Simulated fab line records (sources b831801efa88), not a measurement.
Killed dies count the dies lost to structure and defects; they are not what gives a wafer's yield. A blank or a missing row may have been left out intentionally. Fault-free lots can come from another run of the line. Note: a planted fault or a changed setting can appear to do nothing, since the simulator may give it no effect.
Matching of chambers / flow sfq-line / 3 sister chambers for SFQ_TRILAYER_I3_DEP_PECVD_081 on pecvd-01
The step deposits SiO2 from SiH4/N2O, time 111.11 s, target thk 500 nm. 6 wafers are shown with their chamber, then 8 later ones without.

## WAFERS WITH THEIR CHAMBER
wafer=L361.3; chamber=2; throttle-valve-pct (%)=23.2; heater-power-w (W)=83
wafer=L368.4; chamber=1; throttle-valve-pct (%)=23.6; heater-power-w (W)=80
wafer=L369.1; chamber=0; throttle-valve-pct (%)=24.1; heater-power-w (W)=108
wafer=L369.2; chamber=1; throttle-valve-pct (%)=23.7; heater-power-w (W)=74
wafer=L369.4; chamber=0; throttle-valve-pct (%)=24.1; heater-power-w (W)=108
wafer=L371.2; chamber=2; throttle-valve-pct (%)=23.1; heater-power-w (W)=82

## WAFERS WHOSE CHAMBER IS MISSING
wafer=L371.4; throttle-valve-pct (%)=23.2; heater-power-w (W)=84
wafer=L371.6; throttle-valve-pct (%)=24.1; heater-power-w (W)=109
wafer=L377.1; throttle-valve-pct (%)=24.2; heater-power-w (W)=70
wafer=L377.3; throttle-valve-pct (%)=23.2; heater-power-w (W)=86
wafer=L377.6; throttle-valve-pct (%)=23.2; heater-power-w (W)=72
wafer=L379.2; throttle-valve-pct (%)=23.4; heater-power-w (W)=81
wafer=L379.4; throttle-valve-pct (%)=24.1; heater-power-w (W)=80
wafer=L379.5; throttle-valve-pct (%)=24.2; heater-power-w (W)=107

## WHICH CHAMBER EACH ONE RAN IN
wafer=L371.4; from the rows above=2; in truth=2
wafer=L371.6; from the rows above=0; in truth=0
wafer=L377.1; from the rows above=1; in truth=1
wafer=L377.3; from the rows above=2; in truth=2
wafer=L377.6; from the rows above=2; in truth=2
wafer=L379.2; from the rows above=can't be placed: 2 or 1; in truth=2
wafer=L379.4; from the rows above=1; in truth=1
wafer=L379.5; from the rows above=0; in truth=0
Correct placement for 7 of the 8. Can't be placed from these rows: 1 (the true chamber is among the candidates in 1). 0 placed wrongly.
How it was worked out, from the rows above alone: a wafer's distance from a chamber is the root of the sum, over the readings, of the square of ((its reading less the chamber's mean) divided by the reading's scatter). If the next closest chamber is less than 2 further off than the closest, the wafer can't be placed; otherwise it belongs to the closest. Each chamber's mean is taken over the wafers shown for it. The scatter is the square root of a quotient: the sum, over the shown wafers, of each reading's squared deviation from its chamber's mean, divided by wafers minus chambers.
